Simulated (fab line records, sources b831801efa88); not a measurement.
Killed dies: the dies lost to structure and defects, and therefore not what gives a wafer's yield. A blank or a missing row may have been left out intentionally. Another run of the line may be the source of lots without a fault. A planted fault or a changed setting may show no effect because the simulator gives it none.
Chamber matching -- flow sky130 -- SKY_CONTACT_CMP_04 on cmp-02 has 4 sister chambers
The step polishes SiO2. 4 wafers are shown with their chamber, then 12 later ones without.

## WAFERS PAIRED WITH THEIR CHAMBERS
wafer,chamber,motor_current_A (A)
L082.4,0,11.6
L086.2,2,12.9
L086.4,1,12.3
L086.6,3,11.8

## WAFERS WITHOUT THEIR CHAMBER
wafer,motor_current_A (A)
L087.2,11.4
L087.4,12.1
L087.5,12.1
L090.1,12.3
L090.4,12.1
L090.6,11.1
L092.1,12.0
L092.3,13.0
L092.4,11.8
L096.2,12.3
L096.4,11.6
L096.5,12.2

## CHAMBER TAKEN BY EACH
wafer,from the rows above,in truth
L087.2,can't be placed: 0 or 3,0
L087.4,can't be placed: 1 or 3 or 0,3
L087.5,can't be placed: 1 or 3 or 0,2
L090.1,1,1
L090.4,can't be placed: 1 or 3 or 0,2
L090.6,can't be placed: 0 or 3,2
L092.1,can't be placed: 3 or 1 or 0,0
L092.3,2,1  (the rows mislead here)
L092.4,can't be placed: 3 or 0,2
L096.2,1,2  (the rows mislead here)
L096.4,can't be placed: 0 or 3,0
L096.5,can't be placed: 1 or 3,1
Correct placement for 1 of the 12. Not placeable from these rows: 9 (in 5, the candidates include the true chamber). Wrongly placed: 2.
How it was worked out, from the rows above alone: a wafer's distance from a chamber is the root of the sum, over the readings, of the square of ((its reading less the chamber's mean) divided by the reading's scatter). If the next closest chamber is less than 2 further off than the closest, the wafer can't be placed; otherwise it belongs to the closest. The mean given for a chamber averages the wafers shown for that chamber. The scatter (one wafer shown for each chamber): square how far every hidden wafer sits from the nearest shown wafer, average those squares and take the square root.
